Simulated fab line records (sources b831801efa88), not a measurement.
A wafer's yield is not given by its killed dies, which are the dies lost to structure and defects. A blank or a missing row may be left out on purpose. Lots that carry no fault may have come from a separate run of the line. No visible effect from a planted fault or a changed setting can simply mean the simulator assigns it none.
Which tool did it? | flow gf180mcu | 14 lots, 42 wafers sampled, at 4 steps of a route of 602

WHAT EACH GAUGE READ, for each wafer
GF_STI_THK_MEAS_04.
lot  | measured    | on           | STI_CVD_03_THK (nm)
L935 | day 1 13:34 | filmMetro-01 | 203.5 205.5 201.7
L936 | day 1 18:35 | filmMetro-01 | 205.1 208.0 206.5
L937 | day 1 23:34 | filmMetro-01 | 205.1 205.6 203.4
L938 | day 2 05:27 | filmMetro-04 | 205.1 205.1 204.1
L939 | day 2 09:55 | filmMetro-02 | 208.4 208.4 209.7
L940 | day 2 14:34 | filmMetro-02 | 205.6 204.5 204.5
L943 | day 3 05:35 | filmMetro-01 | 204.7 203.2 202.3
L944 | day 3 10:43 | filmMetro-02 | 206.2 204.7 206.2
L949 | day 4 16:28 | filmMetro-02 | 207.1 207.9 208.6
L950 | day 4 20:38 | filmMetro-01 | 207.8 206.2 207.3
L953 | day 5 08:57 | filmMetro-01 | 203.2 204.7 205.2
L954 | day 5 12:34 | filmMetro-01 | 209.3 210.0 208.7
L956 | day 6 01:05 | filmMetro-02 | 208.0 205.2 206.1
L957 | day 6 04:25 | filmMetro-02 | 204.2 204.0 204.0

GF_STI_THK_MEAS_22.
lot  | measured    | on           | STI_OXIDATION_01_THK (nm)
L935 | day 2 03:27 | filmMetro-04 | 15.19 15.20 15.12
L936 | day 2 08:42 | filmMetro-01 | 14.99 15.07 15.14
L937 | day 2 13:22 | filmMetro-02 | 15.23 15.05 14.88
L938 | day 2 19:56 | filmMetro-01 | 14.49 14.72 14.60
L939 | day 2 23:39 | filmMetro-04 | 15.23 15.02 15.07
L940 | day 3 04:40 | filmMetro-01 | 14.45 14.61 14.28
L943 | day 3 22:14 | filmMetro-04 | 14.92 15.04 15.22
L944 | day 4 04:52 | filmMetro-01 | 15.22 15.09 15.35
L949 | day 5 07:31 | filmMetro-01 | 14.81 15.26 14.98
L950 | day 5 13:10 | filmMetro-04 | 14.95 14.88 14.93
L953 | day 6 02:53 | filmMetro-02 | 14.95 14.82 14.92
L954 | day 6 04:26 | filmMetro-04 | 15.20 14.84 15.16
L956 | day 6 19:04 | filmMetro-02 | 14.68 14.98 14.83
L957 | day 6 22:59 | filmMetro-04 | 15.39 15.05 14.93

GF_DNWELL_TW_MEAS_09.
lot  | measured    | on           | DNWELL_TW
L935 | day 2 18:43 | filmMetro-02 | 1364 1366 1359
L936 | day 3 00:27 | filmMetro-02 | 1359 1358 1363
L937 | day 3 06:13 | filmMetro-01 | 1353 1348 1353
L938 | day 3 11:37 | filmMetro-01 | 1354 1352 1358
L939 | day 3 15:23 | filmMetro-02 | 1356 1358 1354
L940 | day 3 20:10 | filmMetro-01 | 1353 1353 1361
L943 | day 4 15:06 | filmMetro-03 | 1339 1347 1339
L944 | day 5 00:05 | filmMetro-03 | 1347 1345 1353
L949 | day 6 00:46 | filmMetro-03 | 1343 1338 1344
L950 | day 6 06:34 | filmMetro-01 | 1346 1354 1344
L953 | day 6 22:39 | filmMetro-02 | 1364 1361 1354
L954 | day 6 23:00 | filmMetro-03 | 1348 1345 1340
L956 | day 7 15:31 | filmMetro-01 | 1356 1361 1365
L957 | day 7 16:52 | filmMetro-01 | 1351 1355 1351

WHAT TOOL EACH LOT RAN ON (gives the tool, then ch and the chambers of the sampled wafers, and finally the start)
lot  | GF_DNWELL_IMPLANT_07
L935 | implanter-02 ch 0, day 2 18:28
L936 | implanter-02 ch 0, day 3 00:14
L937 | implanter-02 ch 0, day 3 05:58
L938 | implanter-03 ch 0, day 3 11:22
L939 | implanter-02 ch 0, day 3 15:08
L940 | implanter-01 ch 0, day 3 19:55
L943 | implanter-02 ch 0, day 4 14:51
L944 | implanter-03 ch 0, day 4 23:52
L949 | implanter-03 ch 0, day 6 00:32
L950 | implanter-03 ch 0, day 6 06:20
L953 | implanter-01 ch 0, day 6 22:24
L954 | implanter-02 ch 0, day 6 22:45
L956 | implanter-01 ch 0, day 7 15:16
L957 | implanter-01 ch 0, day 7 16:38
- GF_DNWELL_IMPLANT_07

AS READ BY THE TOOLS THEMSELVES (means over the sampled wafers that have a number; for cases with no such wafer, the mark the record gives instead)
GF_DNWELL_IMPLANT_07.
lot  | tool         | beamEnergyKeV | beamOnS (s) | tiltDeg (degrees)
L935 | implanter-02 | 1499.9        | 9.86        | -0.000
L936 | implanter-02 | 1499.6        | 9.95        | -0.002
L937 | implanter-02 | 1499.4        | 9.90        | -0.028
L938 | implanter-03 | 1500.0        | 9.99        | 0.014
L939 | implanter-02 | 1500.0        | 10.03       | -0.003
L940 | implanter-01 | 1499.9        | 9.81        | 0.039
L943 | implanter-02 | 1500.3        | 10.07       | -0.014
L944 | implanter-03 | 1499.6        | 9.92        | 0.003
L949 | implanter-03 | 1688.3        | 10.04       | 0.009
L950 | implanter-03 | 1687.9        | 10.14       | 0.016
L953 | implanter-01 | 1499.9        | 10.02       | 0.009
L954 | implanter-02 | 1499.6        | 10.13       | -0.003
L956 | implanter-01 | 1500.2        | 10.04       | -0.009
L957 | implanter-01 | 1500.1        | 9.94        | -0.036

THE ANSWER, worked out from the rows above alone
Rule: usual is defined by the lots themselves. Put in order of their means at a reading, lots are off if they are a third of the lots or fewer, leave a main group of 4 or more, and stand apart from it by a gap of 3 or more times the standard deviation of the main group's means; of several such gaps the widest counts. Not used: any main group whose means are identical at the precision the tables above print for the reading. Also off: a lot with no number at a reading for which 4 or more lots have one. The other lots that the step has rows for count as sound. First the gauges in route order, then the tools' own readings, where a lot's mean is used as printed above. The first step at which some lot is off is used, and at that step the reading that is off furthest; a lot without a number counts as furthest.
Off, at GF_DNWELL_IMPLANT_07 on beamEnergyKeV: L949, L950. The main group: mean 1499.9, standard deviation 0.26.
If a tool, at that step or one of the process steps before it, ran each lot that is off and ran no sound lot following the first of them, it fits. One fits: implanter-03 at GF_DNWELL_IMPLANT_07. A fault onset in the window from L944 (day 4 23:52, its last sound lot) to L949 (day 6 00:32, its first lot off) fits.
The tool's own readings at GF_DNWELL_IMPLANT_07 bear it out: on the lots that are off they differ by more than 5 times the standard deviation of the sound lots' means. beamEnergyKeV reads 1688.1 there against 1499.9 on the sound lots.

WHAT HAD BEEN PUT IN BY THE SIMULATOR
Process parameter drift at GF_DNWELL_IMPLANT_07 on implanter-03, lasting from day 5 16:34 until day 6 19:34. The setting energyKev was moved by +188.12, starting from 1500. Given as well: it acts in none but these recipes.
Struck lots among those shown: L949, L950. The same result came from the rule above.
